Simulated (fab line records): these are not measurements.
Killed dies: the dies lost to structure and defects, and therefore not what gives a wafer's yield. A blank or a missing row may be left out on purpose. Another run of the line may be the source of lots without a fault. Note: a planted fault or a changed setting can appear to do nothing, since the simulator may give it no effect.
fab line records + flow gf180mcu
record:
- lots: 13
- wafers: 39
- last_day: 34
route steps=602 shown V2@406 M3@423 V3@431 M4@456
lots with no fault: from the same line, run without faults
start_h: hours from the record's opening day to when the first of the lot's shown wafers began + wait_h: hours since the lot's step before + " unchanged from the row above + L1.1+2: several wafers, shown together as one row + - no value present, or no start provided + * or withheld: withheld + < > ~ a bound
route shown NAME@n: names a module that has steps shown in the file, with the first one's number in the route + usual: average and standard deviation across the fault-free wafers + same: alike in all rows + chamber/n: place in a boat + sites: each site's reading + _std_site: standard deviation across them + _edge_site: the outer-site mean with the inner-site mean subtracted + radius_mm: how far each site lies from the wafer's centre + mask NAME#n: copy n + behind: tool/chamber where the wafer was last shaped + hold: reason for holding the lot/hours on hold/outcome of the hold + device: the transistor (n, p or np) that didn't switch + end of line: the same wafers' tests at the end of the route + a step given without rows: its recipe and nothing more + killed: dies that structure and defects cost at the first sort, which is not the same as the wafer's yield + map: a wafer's dies, x killed, . not, _ none there
set.NAME: the setting that was run; set.NAME@STEP: the one run at that earlier step + model.NAME: the simulator's own value behind a step, which no gauge read
route steps across a sampled set of lots; one table per step, one row per wafer
services: from which hour (start_h, from the record's first day; less than 0 if before it) a tool's chamber was out of use, for how many hours, and why
== steps ==
step: GF_V2_RS_MEAS_24
recipe:
- thk_meas_gauge: four-point-probe
- reads: W_of_V2_CVD_23+TiN_of_V2_SPUTTER_22+Ti_of_V2_SPUTTER_21
usual:
- V2_W_RS: 0.328/0.0056
| lot.wafer | tool          | chamber | start_h | wait_h | V2_W_RS[ohm/sq] |
|-----------|---------------|---------|---------|--------|-----------------|
| L597.2    | film_metro-04 | -       | 472.42  | 0.2    | 0.316           |
| L597.4    | "             | -       | "       | "      | 0.320           |
| L597.5    | "             | -       | "       | "      | 0.319           |
| L599.1    | film_metro-02 | -       | 480.12  | 0.1    | 0.331           |
| L599.3    | "             | -       | "       | "      | 0.335           |
| L599.4    | "             | -       | "       | "      | 0.330           |
| L598.1    | film_metro-01 | -       | 483.89  | 0.1    | 0.325           |
| L598.2    | "             | -       | "       | "      | 0.323           |
| L598.3    | "             | -       | "       | "      | 0.326           |
| L602.1    | film_metro-01 | -       | 512.73  | 0.1    | 0.328           |
| L602.3    | "             | -       | "       | "      | 0.329           |
| L602.5    | "             | -       | "       | "      | 0.327           |
| L603.1    | film_metro-04 | -       | 521.74  | 0.1    | 0.328           |
| L603.2    | "             | -       | "       | "      | 0.322           |
| L603.4    | "             | -       | "       | "      | 0.328           |
| L604.3    | film_metro-04 | -       | 523.34  | 0.1    | 0.324           |
| L604.4    | "             | -       | "       | "      | 0.330           |
| L604.6    | "             | -       | "       | "      | 0.323           |
| L605.1    | film_metro-01 | -       | 530.73  | 0.1    | 0.334           |
| L605.3    | "             | -       | "       | "      | 0.336           |
| L605.6    | "             | -       | "       | "      | 0.335           |
| L606.1    | film_metro-01 | -       | 545.12  | 0.1    | 0.336           |
| L606.3    | "             | -       | "       | "      | 0.335           |
| L606.4    | "             | -       | "       | "      | 0.331           |
| L611.1    | film_metro-01 | -       | 590.95  | 0.1    | 0.321           |
| L611.5    | "             | -       | "       | "      | 0.323           |
| L611.6    | "             | -       | "       | "      | 0.331           |
| L612.1    | film_metro-01 | -       | 600.02  | 0.1    | 0.332           |
| L612.3    | "             | -       | "       | "      | 0.334           |
| L612.6    | "             | -       | "       | "      | 0.329           |
| L614.1    | film_metro-01 | -       | 607.06  | 0.1    | 0.325           |
| L614.5    | "             | -       | "       | "      | 0.323           |
| L614.6    | "             | -       | "       | "      | 0.329           |
| L615.1    | film_metro-04 | -       | 616.99  | 0.1    | 0.339           |
| L615.2    | "             | -       | "       | "      | 0.338           |
| L615.4    | "             | -       | "       | "      | 0.333           |
| L619.1    | film_metro-02 | -       | 647.90  | 0.1    | 0.333           |
| L619.2    | "             | -       | "       | "      | 0.330           |
| L619.3    | "             | -       | "       | "      | 0.328           |
step: GF_M3_CD_MEAS_14
recipe:
- target_cd_nm: 280
usual:
- cd_nm: 279.9/0.93
| lot.wafer | tool      | chamber | start_h | wait_h | cd_nm |
|-----------|-----------|---------|---------|--------|-------|
| L597.2    | cd_sem-02 | -       | 497.83  | 0.1    | 280.1 |
| L597.4    | "         | -       | "       | "      | 280.0 |
| L597.5    | "         | -       | "       | "      | 279.7 |
| L599.1    | cd_sem-01 | -       | 504.91  | 0.1    | 279.6 |
| L599.3    | "         | -       | "       | "      | 280.5 |
| L599.4    | "         | -       | "       | "      | 279.6 |
| L598.1    | cd_sem-02 | -       | 508.51  | 0.1    | 280.0 |
| L598.2    | "         | -       | "       | "      | 280.6 |
| L598.3    | "         | -       | "       | "      | 280.2 |
| L602.1    | cd_sem-02 | -       | 536.11  | 0.1    | 278.2 |
| L602.3    | "         | -       | "       | "      | 278.2 |
| L602.5    | "         | -       | "       | "      | 279.2 |
| L603.1    | cd_sem-02 | -       | 545.11  | 0.1    | 279.6 |
| L603.2    | "         | -       | "       | "      | 280.4 |
| L603.4    | "         | -       | "       | "      | 280.7 |
| L604.3    | cd_sem-02 | -       | 546.15  | 0.1    | 279.4 |
| L604.4    | "         | -       | "       | "      | 279.8 |
| L604.6    | "         | -       | "       | "      | 279.2 |
| L605.1    | cd_sem-02 | -       | 553.96  | 0.1    | 279.2 |
| L605.3    | "         | -       | "       | "      | 279.9 |
| L605.6    | "         | -       | "       | "      | 279.6 |
| L606.1    | cd_sem-02 | -       | 567.51  | 0.1    | 279.0 |
| L606.3    | "         | -       | "       | "      | 279.7 |
| L606.4    | "         | -       | "       | "      | 278.5 |
| L611.1    | cd_sem-02 | -       | 612.56  | 0.1    | 278.5 |
| L611.5    | "         | -       | "       | "      | 279.4 |
| L611.6    | "         | -       | "       | "      | 278.9 |
| L612.1    | cd_sem-02 | -       | 620.76  | 0.1    | 281.0 |
| L612.3    | "         | -       | "       | "      | 279.5 |
| L612.6    | "         | -       | "       | "      | 279.6 |
| L614.1    | cd_sem-02 | -       | 628.21  | 0.1    | 281.3 |
| L614.5    | "         | -       | "       | "      | 279.5 |
| L614.6    | "         | -       | "       | "      | 280.1 |
| L615.1    | cd_sem-01 | -       | 637.86  | 0.1    | 280.7 |
| L615.2    | "         | -       | "       | "      | 281.7 |
| L615.4    | "         | -       | "       | "      | 281.0 |
| L619.1    | cd_sem-01 | -       | 667.81  | 0.1    | 279.8 |
| L619.2    | "         | -       | "       | "      | 279.8 |
| L619.3    | "         | -       | "       | "      | 280.0 |
step: GF_V3_CVD_02
recipe:
- material: SiO2
- target_thk_nm: 850
- precursor: TEOS
- temp_c: 400
- time_s: 94.851
- rf_w: 600
usual:
- heater_power_w: 654/65
- run_length_s: 122.8/0.38
| lot.wafer | tool     | chamber | start_h | wait_h | heater_power_w | run_length_s |
|-----------|----------|---------|---------|--------|----------------|--------------|
| L597.2    | pecvd-01 | 0       | 498.86  | 0.0    | 645            | 122.8        |
| L597.4    | "        | 0       | "       | "      | 682            | 123.6        |
| L597.5    | "        | 0       | "       | "      | 546            | 122.8        |
| L599.1    | pecvd-02 | 1       | 505.87  | 0.1    | 666            | 122.4        |
| L599.3    | "        | 0       | "       | "      | 666            | 122.6        |
| L599.4    | "        | 0       | "       | "      | 533            | 123.0        |
| L598.1    | pecvd-01 | 2       | 509.45  | 0.1    | 693            | 122.5        |
| L598.2    | "        | 1       | "       | "      | 683            | 122.7        |
| L598.3    | "        | 0       | "       | "      | 634            | 123.3        |
| L602.1    | pecvd-01 | 0       | 537.09  | 0.1    | 669            | 123.4        |
| L602.3    | "        | 2       | "       | "      | 599            | 122.4        |
| L602.5    | "        | 2       | "       | "      | 666            | 123.2        |
| L603.1    | pecvd-04 | 1       | 546.05  | 0.1    | 597            | 123.0        |
| L603.2    | "        | 2       | "       | "      | 741            | 122.2        |
| L603.4    | "        | 0       | "       | "      | 503            | 123.0        |
| L604.3    | pecvd-01 | 0       | 547.16  | 0.0    | 588            | 123.1        |
| L604.4    | "        | 2       | "       | "      | 722            | 122.8        |
| L604.6    | "        | 0       | "       | "      | 624            | 123.3        |
| L605.1    | pecvd-04 | 2       | 554.89  | 0.1    | 728            | 122.4        |
| L605.3    | "        | 1       | "       | "      | 681            | 123.6        |
| L605.6    | "        | 0       | "       | "      | 624            | 122.9        |
| L606.1    | pecvd-02 | 2       | 568.46  | 0.1    | 731            | 122.2        |
| L606.3    | "        | 1       | "       | "      | 728            | 122.8        |
| L606.4    | "        | 1       | "       | "      | 777            | 122.5        |
| L611.1    | pecvd-01 | 1       | 613.54  | 0.1    | 647            | 118.6        |
| L611.5    | "        | 1       | "       | "      | 694            | 119.0        |
| L611.6    | "        | 2       | "       | "      | 560            | 118.5        |
| L612.1    | pecvd-02 | 1       | 621.73  | 0.1    | 734            | 122.5        |
| L612.3    | "        | 2       | "       | "      | 621            | 122.1        |
| L612.6    | "        | 2       | "       | "      | 700            | 122.4        |
| L614.1    | pecvd-01 | 0       | 629.18  | 0.1    | 656            | 119.7        |
| L614.5    | "        | 2       | "       | "      | 671            | 118.9        |
| L614.6    | "        | 1       | "       | "      | 719            | 119.0        |
| L615.1    | pecvd-02 | 0       | 638.83  | 0.1    | 668            | 122.5        |
| L615.2    | "        | 2       | "       | "      | 710            | 122.8        |
| L615.4    | "        | 2       | "       | "      | 567            | 122.2        |
| L619.1    | pecvd-02 | 2       | 668.86  | 0.1    | 627            | 122.5        |
| L619.2    | "        | 1       | "       | "      | 745            | 122.8        |
| L619.3    | "        | 1       | "       | "      | 770            | 122.5        |
step: GF_V3_THK_MEAS_03
recipe:
- reads: SiO2_of_V3_CVD_02
usual:
- V3_CVD_02_THK: 854/11
| lot.wafer | tool          | chamber | start_h | wait_h | V3_CVD_02_THK[nm] |
|-----------|---------------|---------|---------|--------|-------------------|
| L597.2    | film_metro-04 | -       | 498.97  | 0.1    | 851               |
| L597.4    | "             | -       | "       | "      | 854               |
| L597.5    | "             | -       | "       | "      | 866               |
| L599.1    | film_metro-01 | -       | 505.94  | 0.0    | 864               |
| L599.3    | "             | -       | "       | "      | 855               |
| L599.4    | "             | -       | "       | "      | 860               |
| L598.1    | film_metro-01 | -       | 509.52  | 0.0    | 847               |
| L598.2    | "             | -       | "       | "      | 838               |
| L598.3    | "             | -       | "       | "      | 831               |
| L602.1    | film_metro-03 | -       | 537.16  | 0.0    | 847               |
| L602.3    | "             | -       | "       | "      | 850               |
| L602.5    | "             | -       | "       | "      | 857               |
| L603.1    | film_metro-03 | -       | 546.12  | 0.0    | 848               |
| L603.2    | "             | -       | "       | "      | 844               |
| L603.4    | "             | -       | "       | "      | 847               |
| L604.3    | film_metro-03 | -       | 547.25  | 0.1    | 840               |
| L604.4    | "             | -       | "       | "      | 852               |
| L604.6    | "             | -       | "       | "      | 855               |
| L605.1    | film_metro-04 | -       | 554.96  | 0.0    | 854               |
| L605.3    | "             | -       | "       | "      | 857               |
| L605.6    | "             | -       | "       | "      | 857               |
| L606.1    | film_metro-03 | -       | 568.53  | 0.0    | 839               |
| L606.3    | "             | -       | "       | "      | 852               |
| L606.4    | "             | -       | "       | "      | 877               |
| L611.1    | film_metro-04 | -       | 613.61  | 0.0    | 811               |
| L611.5    | "             | -       | "       | "      | 825               |
| L611.6    | "             | -       | "       | "      | 841               |
| L612.1    | film_metro-03 | -       | 621.80  | 0.0    | 873               |
| L612.3    | "             | -       | "       | "      | 846               |
| L612.6    | "             | -       | "       | "      | 858               |
| L614.1    | film_metro-01 | -       | 629.25  | 0.0    | 814               |
| L614.5    | "             | -       | "       | "      | 834               |
| L614.6    | "             | -       | "       | "      | 820               |
| L615.1    | film_metro-03 | -       | 638.90  | 0.0    | 841               |
| L615.2    | "             | -       | "       | "      | 833               |
| L615.4    | "             | -       | "       | "      | 848               |
| L619.1    | film_metro-03 | -       | 668.96  | 0.1    | 833               |
| L619.2    | "             | -       | "       | "      | 868               |
| L619.3    | "             | -       | "       | "      | 869               |
step: GF_M4_SPUTTER_00
recipe:
- material: Ti
- target_thk_nm: 37.5
- arriving_ion_energy_ev: 80
- substrate_temp_c: 200
- chamber_pressure_pa: 2
- power_w: 4000
- time_s: 150
usual:
- throttle_valve_pct: 29.7/1.2
| lot.wafer | tool           | chamber | start_h | wait_h | throttle_valve_pct |
|-----------|----------------|---------|---------|--------|--------------------|
| L597.2    | pvd_sputter-03 | -       | 523.57  | 0.2    | 32.5               |
| L597.4    | "              | -       | "       | "      | 30.7               |
| L597.5    | "              | -       | "       | "      | 28.5               |
| L599.1    | pvd_sputter-02 | -       | 531.51  | 0.2    | 29.6               |
| L599.3    | "              | -       | "       | "      | 29.2               |
| L599.4    | "              | -       | "       | "      | 30.6               |
| L598.1    | pvd_sputter-02 | -       | 534.23  | 0.2    | 30.6               |
| L598.2    | "              | -       | "       | "      | 29.1               |
| L598.3    | "              | -       | "       | "      | 29.4               |
| L602.1    | pvd_sputter-03 | -       | 561.76  | 0.2    | 30.6               |
| L602.3    | "              | -       | "       | "      | 32.3               |
| L602.5    | "              | -       | "       | "      | 32.3               |
| L603.1    | pvd_sputter-02 | -       | 570.16  | 0.1    | 29.3               |
| L603.2    | "              | -       | "       | "      | 29.2               |
| L603.4    | "              | -       | "       | "      | 30.7               |
| L604.3    | pvd_sputter-03 | -       | 571.06  | 0.1    | 30.7               |
| L604.4    | "              | -       | "       | "      | 30.6               |
| L604.6    | "              | -       | "       | "      | 32.3               |
| L605.1    | pvd_sputter-01 | -       | 578.63  | 0.2    | 29.6               |
| L605.3    | "              | -       | "       | "      | 30.1               |
| L605.6    | "              | -       | "       | "      | 29.3               |
| L606.1    | pvd_sputter-03 | -       | 592.22  | 0.1    | 30.7               |
| L606.3    | "              | -       | "       | "      | 28.1               |
| L606.4    | "              | -       | "       | "      | 32.3               |
| L611.1    | pvd_sputter-01 | -       | 636.31  | 0.1    | 29.8               |
| L611.5    | "              | -       | "       | "      | 29.6               |
| L611.6    | "              | -       | "       | "      | 29.0               |
| L612.1    | pvd_sputter-01 | -       | 644.27  | 0.2    | 29.9               |
| L612.3    | "              | -       | "       | "      | 29.8               |
| L612.6    | "              | -       | "       | "      | 27.9               |
| L614.1    | pvd_sputter-01 | -       | 650.87  | 0.1    | 29.1               |
| L614.5    | "              | -       | "       | "      | 28.1               |
| L614.6    | "              | -       | "       | "      | 29.7               |
| L615.1    | pvd_sputter-03 | -       | 660.52  | 0.1    | 28.6               |
| L615.2    | "              | -       | "       | "      | 29.3               |
| L615.4    | "              | -       | "       | "      | 32.3               |
| L619.1    | pvd_sputter-02 | -       | 690.52  | 0.2    | 29.3               |
| L619.2    | "              | -       | "       | "      | 30.3               |
| L619.3    | "              | -       | "       | "      | 29.1               |
== services ==
| tool           | chamber | start_h | hours | kind                   |
|----------------|---------|---------|-------|------------------------|
| pecvd-01       | 1       | 489.93  | 9.4   | repair                 |
| pecvd-04       | 2       | 508.46  | 3.8   | repair                 |
| pvd_sputter-03 | 1       | 553.84  | -     | consumable_replace:kit |
| pvd_sputter-03 | 1       | 553.84  | 18.0  | scheduled_down         |
| pvd_sputter-03 | 1       | 553.84  | 18.0  | vent_cycle             |
| pecvd-04       | -       | 591.12  | 14.0  | pm                     |
| pecvd-04       | 0       | 591.12  | 14.0  | vent_cycle             |
| pecvd-04       | 1       | 591.12  | 14.0  | vent_cycle             |
| pecvd-04       | 2       | 591.12  | 14.0  | vent_cycle             |
| pecvd-04       | 0       | 605.12  | -     | clean                  |
| pvd_sputter-01 | -       | 608.73  | 1.3   | repair                 |
| pecvd-04       | 0       | 619.65  | 16.2  | repair                 |
| pecvd-02       | -       | 620.28  | 1.1   | repair                 |
| pvd_sputter-01 | -       | 621.96  | 0.6   | repair                 |
| pvd_sputter-02 | 3       | 623.82  | -     | consumable_replace:kit |
| pvd_sputter-02 | 3       | 623.82  | 18.0  | scheduled_down         |
| pvd_sputter-02 | 3       | 623.82  | 18.0  | vent_cycle             |
| pecvd-02       | -       | 631.24  | 1.3   | repair                 |
| pecvd-04       | -       | 647.29  | 14.6  | pm                     |
| pvd_sputter-01 | -       | 652.32  | 0.7   | repair                 |
| pecvd-02       | 0       | 667.85  | 6.1   | repair                 |
| pvd_sputter-03 | 0       | 674.54  | -     | consumable_replace:kit |
| pvd_sputter-03 | 0       | 674.54  | 18.0  | scheduled_down         |
| pvd_sputter-03 | 0       | 674.54  | 18.0  | vent_cycle             |
== key ==
first_sign:
- step: GF_V3_CVD_02
- reading: run_length_s
- direction: down
- sigmas: 10
- usual: *
- struck: *
effect:
- step: GF_V3_THK_MEAS_03
- reading: V3_CVD_02_THK
- direction: down
- sigmas: 2.7
- usual: 854
- struck: 824
met_at GF_V3_CVD_02
struck_lots L611,L614
not_acting_at GF_V2_RS_MEAS_24,GF_M3_CD_MEAS_14,GF_M4_SPUTTER_00
onset_between 547.16 613.54
fault:
- kind: process_parameter_drift
- tool: pecvd-01
- chamber: -
- onset_h: 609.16
- steps: GF_V3_CVD_02
- channel: time_s
- offset: *
- shape: step
- end_h: 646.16
- acts_in: *
- stated: *
